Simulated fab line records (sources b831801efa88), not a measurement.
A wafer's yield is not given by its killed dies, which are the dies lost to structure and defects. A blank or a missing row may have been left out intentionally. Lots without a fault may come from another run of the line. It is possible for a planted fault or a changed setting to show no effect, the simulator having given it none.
One fault seen from 2 desks / flow sky130 / numbers are kept per desk, each desk with only its own; the story behind them comes last

== THE METROLOGY DESK ==
Means of the sampled wafers that have a number, per lot and without regard to the tool the lot ran on: this is what the gauges read. The brackets show how far a lot's mean lies from the usual mean; more than 4 standard deviations puts the lot out of limits, marked OUT.
Columns: A = LDD_N_OVL at SKY_LDD_N_OVL_MEAS_07, usual -0.1 nm
lot=L793; first seen here=day 17 17:41; A=-1.4
lot=L795; first seen here=day 18 07:35; A=-1.0
lot=L806; first seen here=day 22 16:50; A=-0.3
lot=L807; first seen here=day 23 00:23; A=0.1
lot=L815; first seen here=day 25 14:29; A=0.9
lot=L816; first seen here=day 25 23:12; A=1.0
This desk's verdict: no lot among the 6 shows anything out of limits.

== AT THE TOOL OWNER'S DESK: implanter-01 ==
The tool's own readings at SKY_LDD_N_IMPLANT_15: means of the sampled wafers that have a number, for each lot that ran on this tool. The brackets show how far a lot's mean lies from the usual mean; more than 4 standard deviations puts the lot out of limits, marked OUT.
Columns: A = beam-on-s at SKY_LDD_N_IMPLANT_15, usual 10.04 s; B = faraday-current-uA at SKY_LDD_N_IMPLANT_15, usual 28.1
lot=L795; first seen here=day 18 08:41; A=10.24; B=27.6
lot=L806; first seen here=day 22 17:55; A=13.47 (+18) OUT; B=20.9 (-14) OUT
lot=L807; first seen here=day 23 01:29; A=13.49 (+18) OUT; B=20.9 (-14) OUT
This desk's finding: out of limits on L806, L807; first on L806, day 22 17:55 (beam-on-s at SKY_LDD_N_IMPLANT_15). L795: within limits.

== BROUGHT TOGETHER ==
The tool owner's desk had the chance to raise an alarm at day 22 17:55 on L806, L807.
From the metrology desk's view, nothing was out of limits.
The metrology desk has L806, L807 on record, within its limits.
SKY_LDD_N_IMPLANT_15 was run on implanter-01 by each of the lots named.

== WHAT THE SIMULATOR HAD PUT IN ==
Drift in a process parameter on implanter-01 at SKY_LDD_N_IMPLANT_15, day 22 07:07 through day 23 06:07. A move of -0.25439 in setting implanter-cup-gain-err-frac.
Lots struck among those shown: L806, L807.
Time in hours from fault onset to the first out-of-limits reading at each desk: the tool owner's desk, 11.
